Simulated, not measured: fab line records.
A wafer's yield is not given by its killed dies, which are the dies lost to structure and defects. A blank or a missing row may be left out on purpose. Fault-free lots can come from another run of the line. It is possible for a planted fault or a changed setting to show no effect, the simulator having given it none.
fab line records ; flow sky130
record: lots: 7; wafers: 21; last-day: 50
route steps=708 shown VIA3@575
lots that met no fault: from a run of the same line without faults
start-h: hours from the record's first day to the start of the lot's first wafer shown ; wait-h: how many hours have passed since the lot's step before this one ; " same as the row above ; L1.1+2: several wafers, shown together as one row ; - no value, or no start was given ; * or withheld: withheld ; < > ~ a bound
route shown NAME@n: a module of which the file shows steps, and the number in the route of the first ; usual: average and standard deviation across the fault-free wafers ; same: alike in all rows ; chamber/n: place in a boat ; sites: readings site by site ; _std_site: the standard deviation of these ; _edge_site: the outer-site mean with the inner-site mean subtracted ; radius-mm: for every site, how far away it sits from the centre of the wafer ; mask NAME#n: copy n ; behind: the tool/chamber that last shaped the wafer ; hold: why the lot was held/for how many hours/how that ended ; device: transistor that didn't switch, given as n, p or np ; end of line: the tests these same wafers got at the end of their route ; step lacking rows: just its recipe ; killed: the dies lost at the first sort to structure and to defects; this is not the yield of the wafer ; map: dies across one wafer; x = killed, . = not, _ = none there
set.NAME: the setting as run; set.NAME@STEP: as run at that earlier step ; model.NAME: the simulator's own value behind a step, which no gauge read
lots seen at some steps along the route; tables by step, rows by wafer
services: a tool's chamber out of use, with start hour (start-h, from the record's first day; less than 0 if before it), hours out, and reason
== steps ==
step: SKY_VIA3_CMP_02
recipe: material: SiO2; down-force-psi: 4; platen-rpm: 60; pad-velocity-m-s: 0.94248
usual: motor-current-A: 11.7/1.1
lot.wafer;tool;chamber;start-h;wait-h;motor-current-A
L942.4;cmp-01;0;935.92;0.1;13.1
L942.2;cmp-01;2;935.92;0.1;10.5
L942.5;cmp-01;0;935.92;0.1;13.6
L949.4;cmp-01;0;981.94;0.1;12.9
L949.3;cmp-01;1;981.94;0.1;11.1
L949.2;cmp-01;2;981.94;0.1;10.1
L950.1;cmp-02;3;993.70;0.1;11.6
L950.4;cmp-02;0;993.70;0.1;11.7
L950.5;cmp-02;2;993.70;0.1;11.1
L951.1;cmp-01;3;993.94;0.1;11.1
L951.4;cmp-01;0;993.94;0.1;13.0
L951.3;cmp-01;1;993.94;0.1;11.3
L959.2;cmp-02;1;1038.38;0.1;14.5
L959.6;cmp-02;3;1038.38;0.1;11.0
L959.5;cmp-02;0;1038.38;0.1;11.4
L958.1;cmp-01;1;1038.42;0.1;11.1
L958.4;cmp-01;3;1038.42;0.1;11.3
L958.6;cmp-01;0;1038.42;0.1;13.8
L960.2;cmp-02;1;1045.33;0.0;14.4
L960.4;cmp-02;2;1045.33;0.0;11.7
L960.6;cmp-02;2;1045.33;0.0;11.7
step: SKY_VIA3_BOW_MEAS_03
recipe: mode: bow
usual: VIA3_BOW: 78/7.7
lot.wafer;tool;chamber;start-h;wait-h;VIA3_BOW[um]
L942.2;film-metro-04;-;936.21;0.1;84
L942.4;film-metro-04;-;936.21;0.1;76
L942.5;film-metro-04;-;936.21;0.1;75
L949.2;film-metro-03;-;982.21;0.1;84
L949.3;film-metro-03;-;982.21;0.1;82
L949.4;film-metro-03;-;982.21;0.1;94
L950.1;film-metro-04;-;993.90;0.1;74
L950.4;film-metro-04;-;993.90;0.1;78
L950.5;film-metro-04;-;993.90;0.1;78
L951.1;film-metro-02;-;994.19;0.2;74
L951.3;film-metro-02;-;994.19;0.2;80
L951.4;film-metro-02;-;994.19;0.2;70
L959.2;film-metro-04;-;1038.60;0.2;79
L959.5;film-metro-04;-;1038.60;0.2;68
L959.6;film-metro-04;-;1038.60;0.2;78
L958.1;film-metro-03;-;1038.67;0.2;69
L958.4;film-metro-03;-;1038.67;0.2;75
L958.6;film-metro-03;-;1038.67;0.2;74
L960.2;film-metro-02;-;1045.65;0.3;84
L960.4;film-metro-02;-;1045.65;0.3;71
L960.6;film-metro-02;-;1045.65;0.3;71
step: SKY_VIA3_DEHYDRATE_04
recipe: temp-c: 200; time-s: 60
step: SKY_VIA3_HMDS_05
recipe: prime-time-s: 60; prime-temp-c: 120
step: SKY_VIA3_COAT_06
recipe: resist: BARC; temp-c: withheld; time-s: withheld; spin-rpm: 3000; resist-thk-nm: 60
step: SKY_VIA3_COAT_07
recipe: resist: KrF-thick; spin-rpm: 3000; resist-thk-nm: 450
step: SKY_VIA3_SOFTBAKE_08
recipe: temp-c: 100; time-s: 90; resist: KrF-thick
step: SKY_VIA3_EXPOSE_09
recipe: mask-id: VIM3; na: 0.8; source-shape: annular; sigma-inner: 0.55; sigma-outer: 0.85; target-cd-nm: 200; dose-mj: 38
step: SKY_VIA3_PEB_10
recipe: peb-temp-c: withheld; peb-time-s: withheld; resist: KrF-thick
step: SKY_VIA3_DEVELOP_11
recipe: develop-time-s: 60; resist: KrF-thick; dev-temp-c: 21
step: SKY_VIA3_CD_MEAS_12
recipe: target-cd-nm: 200
usual: cd-nm: 200.3/1.6
lot.wafer;tool;chamber;start-h;wait-h;cd-nm
L942.2;cd-sem-02;-;960.66;-;204.7
L942.4;cd-sem-02;-;960.66;-;205.0
L942.5;cd-sem-02;-;960.66;-;205.3
L949.2;cd-sem-01;-;1005.38;-;197.9
L949.3;cd-sem-01;-;1005.38;-;197.7
L949.4;cd-sem-01;-;1005.38;-;198.8
L950.1;cd-sem-02;-;1017.04;-;199.0
L950.4;cd-sem-02;-;1017.04;-;198.0
L950.5;cd-sem-02;-;1017.04;-;198.2
L951.1;cd-sem-02;-;1017.44;-;200.1
L951.3;cd-sem-02;-;1017.44;-;201.5
L951.4;cd-sem-02;-;1017.44;-;199.8
L959.2;cd-sem-02;-;1059.86;-;200.8
L959.5;cd-sem-02;-;1059.86;-;200.6
L959.6;cd-sem-02;-;1059.86;-;201.5
L958.1;cd-sem-02;-;1060.64;-;199.4
L958.4;cd-sem-02;-;1060.64;-;199.6
L958.6;cd-sem-02;-;1060.64;-;200.1
L960.2;cd-sem-01;-;1067.03;-;199.2
L960.4;cd-sem-01;-;1067.03;-;197.6
L960.6;cd-sem-01;-;1067.03;-;200.0
step: SKY_VIA3_OVL_MEAS_13
usual: VIA3_OVL: -3/4.7
lot.wafer;tool;chamber;start-h;wait-h;VIA3_OVL[nm]
L942.2;overlay-01;-;960.76;0.1;-4
L942.4;overlay-01;-;960.76;0.1;-2
L942.5;overlay-01;-;960.76;0.1;-9
L949.2;overlay-01;-;1005.48;0.1;-6
L949.3;overlay-01;-;1005.48;0.1;1
L949.4;overlay-01;-;1005.48;0.1;-3
L950.1;overlay-02;-;1017.16;0.1;-3
L950.4;overlay-02;-;1017.16;0.1;-2
L950.5;overlay-02;-;1017.16;0.1;-4
L951.1;overlay-01;-;1017.56;0.1;-9
L951.3;overlay-01;-;1017.56;0.1;-3
L951.4;overlay-01;-;1017.56;0.1;5
L959.2;overlay-01;-;1059.97;0.1;-1
L959.5;overlay-01;-;1059.97;0.1;-12
L959.6;overlay-01;-;1059.97;0.1;4
L958.1;overlay-01;-;1060.76;0.1;-10
L958.4;overlay-01;-;1060.76;0.1;-6
L958.6;overlay-01;-;1060.76;0.1;-8
L960.2;overlay-02;-;1067.13;0.1;-9
L960.4;overlay-02;-;1067.13;0.1;-6
L960.6;overlay-02;-;1067.13;0.1;-4
step: SKY_VIA3_ETCH_14
recipe: chemistry: N2/H2; target: BARC; ion-energy-ev: 200; source-w: 500; bias-w: 100; pressure-mtorr: 30; n2-flow-sccm: 100; h2-flow-sccm: 200; stop-on: SiO2; time-s: 45.9; target-depth-a: 600
usual: bias-w: 100.0/0.3; chamber-pressure-mTorr: 30.006/0.027; drypump-motor-current-A: 5.9/0.53; oes-product-au: 0.855/0.0044; throttle-valve-pct: 13.225/0.0094
lot.wafer;tool;chamber;start-h;wait-h;bias-w;chamber-pressure-mTorr;drypump-motor-current-A;oes-product-au;rf-hours-counter-h;throttle-valve-pct;model.KrF-thick_of_VIA3_COAT_07.thk-nm
L942.2;rie-diel-04;0;960.79;0.0;100.1;29.993;5.7;0.854;8;13.221;391.5
L942.4;rie-diel-04;2;960.79;0.0;100.5;30.009;6.3;0.860;16;13.221;393.2
L942.5;rie-diel-04;3;960.79;0.0;99.5;29.995;4.8;0.847;-;13.219;390.9
L949.2;rie-diel-04;0;1005.51;0.0;-;-;-;-;-;-;434.9
L949.3;rie-diel-04;3;1005.51;0.0;-;-;-;-;-;-;436.8
L949.4;rie-diel-04;1;1005.51;0.0;-;-;-;-;-;-;435.4
L950.1;rie-diel-04;3;1017.19;0.0;-;-;-;-;-;-;436.7
L950.4;rie-diel-04;2;1017.19;0.0;-;-;-;-;-;-;435.4
L950.5;rie-diel-04;3;1017.19;0.0;-;-;-;-;-;-;434.7
L951.1;rie-diel-01;0;1017.60;0.0;-;-;-;-;-;-;436.5
L951.3;rie-diel-01;3;1017.60;0.0;-;-;-;-;-;-;437
L951.4;rie-diel-01;1;1017.60;0.0;-;-;-;-;-;-;436.7
L959.2;rie-diel-03;0;1060.00;0.0;100.0;29.966;5.3;0.855;29;13.225;392
L959.5;rie-diel-03;0;1060.00;0.0;100.2;30.024;5.3;0.854;-;13.245;391.9
L959.6;rie-diel-03;1;1060.00;0.0;100.0;29.974;6.2;0.847;-;13.222;393.1
L958.1;rie-diel-04;1;1060.79;0.0;99.9;29.995;6.4;0.862;21;13.226;391.8
L958.4;rie-diel-04;3;1060.79;0.0;99.8;29.997;4.7;0.852;16;13.223;393.2
L958.6;rie-diel-04;2;1060.79;0.0;99.7;30.006;6.3;0.857;-;13.232;393.7
L960.2;rie-diel-04;2;1067.16;0.0;99.9;29.959;6.3;0.854;20;13.226;393.9
L960.4;rie-diel-04;3;1067.16;0.0;99.8;30.004;4.7;0.853;17;13.221;392.9
L960.6;rie-diel-04;2;1067.16;0.0;99.9;30.014;6.3;0.854;-;13.223;394.5
step: SKY_VIA3_ETCH_15
recipe: target: SiO2; chemistry: C4F8/O2/Ar; target-depth-nm: 507; stop-on: TiN; mask-material: KrF-thick; source-w: 1500; bias-w: 1200; pressure-mtorr: 40; c4f8-flow-sccm: withheld; O2_flow_sccm: 6; Ar_flow_sccm: 300; time-s: 78
usual: bias-w: 1200/3.8; chamber-pressure-mTorr: 40.00/0.041; oes-product-au: 0.945/0.0046
lot.wafer;tool;chamber;start-h;wait-h;bias-w;chamber-pressure-mTorr;oes-product-au;rf-hours-counter-h;model.KrF-thick_of_VIA3_COAT_07.thk-nm
L942.2;rie-diel-04;0;960.84;0.0;1199;40.02;0.944;8;290
L942.4;rie-diel-04;2;960.84;0.0;1205;39.96;0.939;16;290.8
L942.5;rie-diel-04;3;960.84;0.0;1203;40.01;0.945;-;287.5
L949.2;rie-diel-04;0;1005.55;0.0;1189;39.93;0.380;9;331.4
L949.3;rie-diel-04;3;1005.55;0.0;1194;40.03;0.379;14;332.7
L949.4;rie-diel-04;1;1005.55;0.0;1202;40.03;0.374;19;331.1
L950.1;rie-diel-04;3;1017.24;0.0;1198;40.01;0.371;15;333.5
L950.4;rie-diel-04;2;1017.24;0.0;1194;40.00;0.369;18;333.3
L950.5;rie-diel-04;3;1017.24;0.0;1200;40.10;0.380;-;332
L951.1;rie-diel-01;0;1017.64;0.0;1199;40.07;0.373;23;332.3
L951.3;rie-diel-01;3;1017.64;0.0;1200;39.96;0.375;16;334
L951.4;rie-diel-01;1;1017.64;0.0;1204;40.03;0.369;25;334.6
L959.2;rie-diel-03;0;1060.04;0.0;1201;39.95;0.945;29;289.7
L959.5;rie-diel-03;0;1060.04;0.0;1198;39.98;0.946;-;289.9
L959.6;rie-diel-03;1;1060.04;0.0;1204;40.04;0.942;-;292.7
L958.1;rie-diel-04;1;1060.84;0.0;1201;40.03;0.948;21;288.3
L958.4;rie-diel-04;3;1060.84;0.0;1207;39.90;0.943;16;289.5
L958.6;rie-diel-04;2;1060.84;0.0;1200;40.01;0.946;-;290.9
L960.2;rie-diel-04;2;1067.21;0.0;1206;40.04;0.949;20;291.3
L960.4;rie-diel-04;3;1067.21;0.0;1200;39.95;0.944;17;289.7
L960.6;rie-diel-04;2;1067.21;0.0;1202;39.96;0.941;-;291.3
step: SKY_VIA3_STRIP_16
recipe: chemistry: O2/N2; power-w: 1400; pressure-mtorr: 1500; platen-temp-c: withheld; o2-flow-sccm: 3000; n2-flow-sccm: 300; overash-fraction: 0.5
usual: drypump-motor-current-A: 5.6/0.38; oes-product-au: 0.402/0.0049; strip-time-to-endpoint-s: 4.124/0.024
lot.wafer;tool;chamber;start-h;wait-h;drypump-motor-current-A;oes-product-au;rf-hours-counter-h;strip-time-to-endpoint-s
L942.2;plasma-asher-03;1;960.90;0.0;5.0;0.406;87;4.118
L942.4;plasma-asher-03;0;960.90;0.0;6.1;0.400;-;4.113
L942.5;plasma-asher-03;1;960.90;0.0;4.9;0.392;-;4.091
L949.2;plasma-asher-01;0;1005.61;0.0;5.9;0.421;26;4.553
L949.3;plasma-asher-01;0;1005.61;0.0;5.9;0.420;-;4.563
L949.4;plasma-asher-01;1;1005.61;0.0;5.7;0.424;-;4.546
L950.1;plasma-asher-03;0;1017.30;0.0;6.1;0.420;93;4.561
L950.4;plasma-asher-03;0;1017.30;0.0;6.1;0.413;-;4.571
L950.5;plasma-asher-03;0;1017.30;0.0;6.1;0.423;-;4.543
L951.1;plasma-asher-03;0;1017.70;0.0;6.1;0.412;93;4.555
L951.3;plasma-asher-03;1;1017.70;0.0;5.0;0.417;-;4.573
L951.4;plasma-asher-03;0;1017.70;0.0;6.1;0.427;-;4.583
L959.2;plasma-asher-03;1;1060.10;0.0;5.0;0.403;97;4.118
L959.5;plasma-asher-03;0;1060.10;0.0;6.1;0.399;-;4.136
L959.6;plasma-asher-03;1;1060.10;0.0;5.0;0.399;-;4.143
L958.1;plasma-asher-03;0;1060.90;0.0;6.1;0.399;97;4.101
L958.4;plasma-asher-03;0;1060.90;0.0;6.1;0.396;-;4.105
L958.6;plasma-asher-03;0;1060.90;0.0;6.1;0.407;-;4.135
L960.2;plasma-asher-03;0;1067.27;0.0;6.1;0.401;98;4.149
L960.4;plasma-asher-03;0;1067.27;0.0;6.1;0.403;-;4.102
L960.6;plasma-asher-03;0;1067.27;0.0;6.2;0.399;-;4.124
step: SKY_VIA3_STRIP_17
recipe: chemistry: post-etch-residue-remover; time-s: 1200; temp-c: 72.5
== services ==
tool;chamber;start-h;hours;kind
rie-diel-01;-;911.94;0.7;repair
cmp-01;-;912.00;4.0;pm
cmp-01;-;916.00;-;consumable-replace:conditioner
cmp-01;-;916.00;-;consumable-replace:pad
rie-diel-01;2;917.34;16.8;repair
rie-diel-01;3;957.04;31.2;repair
plasma-asher-01;-;964.92;2.0;repair
rie-diel-03;1;970.18;14.6;repair
rie-diel-04;3;976.97;8.4;repair
cmp-02;-;987.43;0.3;repair
cmp-01;-;989.73;1.1;repair
rie-diel-03;-;1004.63;0.2;repair
cmp-02;-;1018.07;1.2;repair
rie-diel-01;3;1018.43;3.9;repair
plasma-asher-01;-;1018.81;2.8;pm
cmp-02;-;1022.31;6.0;repair
cmp-01;-;1035.27;0.4;repair
plasma-asher-03;-;1035.68;1.2;repair
cmp-01;-;1045.63;3.7;repair
rie-diel-03;2;1046.63;14.8;repair
rie-diel-03;0;1061.45;-;clean
rie-diel-03;0;1061.45;25.3;scheduled-down
rie-diel-01;3;1061.93;2.2;repair
rie-diel-01;2;1065.69;2.8;repair
== key ==
first-sign: step: SKY_VIA3_ETCH_14; reading: tool-record; direction: missing
effect: step: SKY_VIA3_ETCH_15; reading: oes-product-au; direction: down; sigmas: 99+; usual: 0.945; struck: 0.374
effect: step: SKY_VIA3_STRIP_16; reading: strip-time-to-endpoint-s; direction: up; sigmas: 18; usual: *; struck: *
model-effect: step: SKY_VIA3_ETCH_14; value: KrF-thick_of_VIA3_COAT_07.thk-nm; without: 392.5; struck: 436
model-effect: step: SKY_VIA3_ETCH_15; value: KrF-thick_of_VIA3_COAT_07.thk-nm; without: 289.2; struck: 332.8
met-at SKY_VIA3_ETCH_14
struck-wafers L949.2,L949.3,L949.4,L950.1,L950.4,L950.5,L951.1,L951.3,L951.4
later-rows-left-out L949.2,L949.3,L949.4,L950.1,L950.4,L950.5,L951.1,L951.3,L951.4
sort-left-out L949.2,L949.3,L949.4,L950.1,L950.4,L950.5,L951.1,L951.3,L951.4
onset-between 960.79 1005.51
fault: kind: skipped-step-whole; tool: rie-diel-01,rie-diel-04; chamber: -; onset-h: 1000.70; steps: SKY_VIA3_ETCH_14; scope: struck-lots-only
sort-left-out: the simulated sort isn't trusted on such a fault, so these wafers' sort isn't shown, and their yield isn't known
later-rows-left-out: the simulator's readings of these wafers behind a module that went badly wrong aren't trusted and aren't shown, but for the sort
